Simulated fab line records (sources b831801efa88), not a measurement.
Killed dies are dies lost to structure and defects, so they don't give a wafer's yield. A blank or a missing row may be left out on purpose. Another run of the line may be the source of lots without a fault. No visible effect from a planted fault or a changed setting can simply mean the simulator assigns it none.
A struck lot beside a sound one ; flow sky130 ; 16 out of 708 route steps
Sound: wafers L421.3, L421.5, L421.6. Wafers struck: L431.1, L431.2, L431.6. Last of all comes the cause.
Each step with rows lists, per side, the tool, then ch with its chambers, then its first start. Under that, the readings that differ: sound wafers ; struck wafers ; difference of the means ; sigmas: that difference in standard deviations of wafers without a fault.
alike: readings with means less than 2 such deviations apart, plus words and numbers identical on both sides. not compared: withheld readings, readings lacking a value on some wafer, bounds such as >300 that could conceal the same value, and numbers that have no deviation in the record and whose values overlap.
Wherever a step has rows on one side only, a row that says differs or no value, or a row with sigmas, the two part there. Numbers that have no deviation but don't overlap get no sigmas and don't part them. Lack of a reading on every wafer of one side parts them only where that side has two or more wafers.

first, 2 steps without rows for these wafers: SKY_NWELL_IMPLANT_12; SKY_NWELL_IMPLANT_13.
SKY_NWELL_STRIP_14: strips in O2/N2.
  sound on plasma-asher-02 ch 0,1, day 7 06:21; struck on plasma-asher-03 ch 0,1, day 9 16:04
reading;sound;struck;difference;sigmas
drypump-motor-current-A (A);5.5 5.5 6.0;6.4 6.4 6.4;+0.7;+2
  alike: oes-product-au, strip-time-to-endpoint-s
  not compared: rf-hours-counter-h
SKY_NWELL_TW_MEAS_15:
  sound on film-metro-01 at day 7 06:26; struck on film-metro-02 at day 9 16:10
reading;sound;struck;difference;sigmas
NWELL_TW;1781 1792 1785;1810 1823 1810;+28;+2
then, 7 steps without rows for these wafers: SKY_NWELL_DEHYDRATE_16 (time 60 s); SKY_NWELL_HMDS_17 (prime time 60 s); SKY_NWELL_COAT_18 (resist thk 3000 nm); SKY_NWELL_SOFTBAKE_19; SKY_NWELL_EXPOSE_20 (exposes mask NWM COMPLEMENT, target cd 840 nm); SKY_NWELL_PEB_21; SKY_NWELL_DEVELOP_22 (develop time 60.97 s).
SKY_NWELL_OVL_MEAS_23:
  sound on overlay-02 at day 8 02:04; struck on overlay-02 at day 10 14:23
  alike: NWELL_01_OVL
SKY_NWELL_IMPLANT_24:
  sound on implanter-03 ch 0, day 8 02:08; struck on implanter-03 ch 0, day 10 14:25
reading;sound;struck;difference;sigmas
dose-ions-cm2;9.201e+12 9.2e+12 9.209e+12;1.0166e+13 1.0167e+13 1.0175e+13;+9.6600e+11;+99 or more
faraday-current-uA;50.8 52.3 53.0;57.3 57.1 58.7;+5.7;+6
  alike: beam-on-s
SKY_NWELL_STRIP_25: strips in O2/N2.
  sound on plasma-asher-02 ch 0,1, day 8 02:16; struck on plasma-asher-03 ch 0,1, day 10 14:34
  alike: drypump-motor-current-A, oes-product-au, strip-time-to-endpoint-s
  not compared: rf-hours-counter-h
SKY_NWELL_TW_MEAS_26:
  sound on film-metro-02 at day 8 02:21; struck on film-metro-03 at day 10 14:54
reading;sound;struck;difference;sigmas
NWELL_2_TW;489 489 494;507 508 509;+17;+5
  not compared: hold
-- the record jumps here: 40 days lie between the struck wafers' starts before and after (it left off in module NWELL and takes up again in module PAD_OPEN, whose first step shown is number 708 of the route) --
SKY_PAD_OPEN_PROBE_99:
  sound on prober-01 at day 48 11:33; struck on prober-01 at day 50 14:54
reading;sound;struck;difference;sigmas
model.etest.pfet_16v.r-on-ohm-um;1.511e+04 1.529e+04 1.497e+04;1.42e+04 1.435e+04 1.407e+04;-9.17e+02;
model.etest.res-pwell-under-gate.rs-ohm-sq;2289 2297 2286;2136 2154 2130;-151;
model.etest.pfet_16v.drive-ua-um;247.4 245.2 247.6;259.6 258 263.1;+13.5;
model.etest.field-n.vt-v (V);35.81 36.2 35.71;38.27 37.9 37.72;+2.06;
  alike: killed_at_M0_to_M3, killed_at_M4_up, killed-at-contacts, killed-at-front-end, killed-at-other, killed-dies, killed-open, killed-short

WHERE THEY PART
Last at SKY_NWELL_TW_MEAS_26 as far as this record goes, first at SKY_NWELL_STRIP_14. Later steps at which nothing parts them and some readings are alike: SKY_PAD_OPEN_PROBE_99.

WHY: what the simulator had put in
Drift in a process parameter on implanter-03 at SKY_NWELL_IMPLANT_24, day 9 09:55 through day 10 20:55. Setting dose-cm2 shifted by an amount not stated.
